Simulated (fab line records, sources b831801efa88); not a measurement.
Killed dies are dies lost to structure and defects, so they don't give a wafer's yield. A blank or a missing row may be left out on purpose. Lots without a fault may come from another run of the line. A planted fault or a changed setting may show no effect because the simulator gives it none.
Problem report in the 8D (eight disciplines) form, filled by code | flow gf180mcu | the parts of the form that need people (team, actions taken, sign-off) are left out

1. THE PROBLEM
NWELL_RS at GF_VT_IMPLANT_RS_MEAS_47 reads a mean of 498.0 ohm/sq on 6 wafers of 2 lots; wafers without a fault read 488.5 ohm/sq with a standard deviation of 1.3. That is +7.3 standard deviations from the usual mean.
The step: measures by four-point-probe.
First seen on wafer L833.1, day 11 17:47, on film_metro-01. The record holds 33 wafers of 11 lots with a number at this step. Rule for "out", or "out of limits": more than 4 standard deviations from the usual mean. The other wafers with a number count as sound.

2. WHAT IT IS AND WHAT IT IS NOT
question                    | is                     | is not
which readings at this step | NWELL_RS               | -
which lots                  | L833, L836             | L818, L820, L821, L825, L827, L828, L837, L838, L840
which wafers of those lots  | all that have a number | -
read on which gauges        | film_metro-01          | film_metro-02, film_metro-03
when                        | from day 11 17:47      | up to then (18 sound wafers); but 9 sound wafers of L837, L838, L840 came after

3. SUSPECTS, AND WHAT RULES EACH OUT
Counting: a tool at a process step up to the reading stays a suspect if it ran every lot that is out and no sound lot after the first of them.
- the gauge at GF_VT_IMPLANT_RS_MEAS_47: ruled out. All the wafers that are out were read on film_metro-01, but those of them that GF_NWELL_IMPLANT_08 has rows for are out there too, on other tools.
- implanter-04 at GF_NWELL_IMPLANT_08: kept. It ran every lot that is out, first L833 (day 6 17:44), and no sound lot after that; its last sound lot up to then is L827 (day 5 13:01). Its own readings are out on those wafers: beam_energy_keV.
- plasma_asher-03 at GF_LVPWELL_STRIP_10 (strips in O2/N2): ruled out as a lasting fault. Sound lots L837, L838, L840 ran on it after its first lot that is out, L833 (day 7 09:13).
Left after counting: implanter-04 at GF_NWELL_IMPLANT_08.

4. THE CAUSE (what the simulator had put in)
Process parameter drift: implanter-04, from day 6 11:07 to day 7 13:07, at GF_NWELL_IMPLANT_08. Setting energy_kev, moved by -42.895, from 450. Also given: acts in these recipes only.
Counting left only this tool.

5. THE CHAIN OF EFFECTS, in route order
Each row: a reading whose mean over the struck wafers that have a number lies more than 3 standard deviations from the usual. Only readings for which the record gives a usual standard deviation are gone through. hours: the time from each lot's start at the first step in this table that gives one to its start at this step, as a median over the lots. sigmas: the change in usual standard deviations.
hours | step                     | reading         | usual        | on struck wafers | change | sigmas
0     | GF_NWELL_IMPLANT_08      | beam_energy_keV | 450.04       | 407.18           | -42.86 | -99 or more
122   | GF_VT_IMPLANT_RS_MEAS_47 | NWELL_RS        | 488.5 ohm/sq | 498.0            | +9.5   | +7.3
The process steps in it:
- GF_NWELL_IMPLANT_08
Later measuring or inspecting steps at which every struck wafer that the step has a row for has a number for every such reading, and none has moved that far: GF_VT_IMPLANT_RS_MEAS_48.

6. WHAT WOULD HAVE CAUGHT IT SOONER
In this record the first reading out of limits at a measuring or inspecting step was taken at day 11 17:47, 127 hours after the fault began at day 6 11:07.
The tool's own readings at GF_NWELL_IMPLANT_08 were out on every struck wafer that the step has a row for (beam_energy_keV): an alarm limit on them would have fired on the first of those.
All the lots that are out (2) had begun GF_NWELL_IMPLANT_08 on implanter-04 by day 11 17:47. A hold on the tool at that time would have spared none of them.
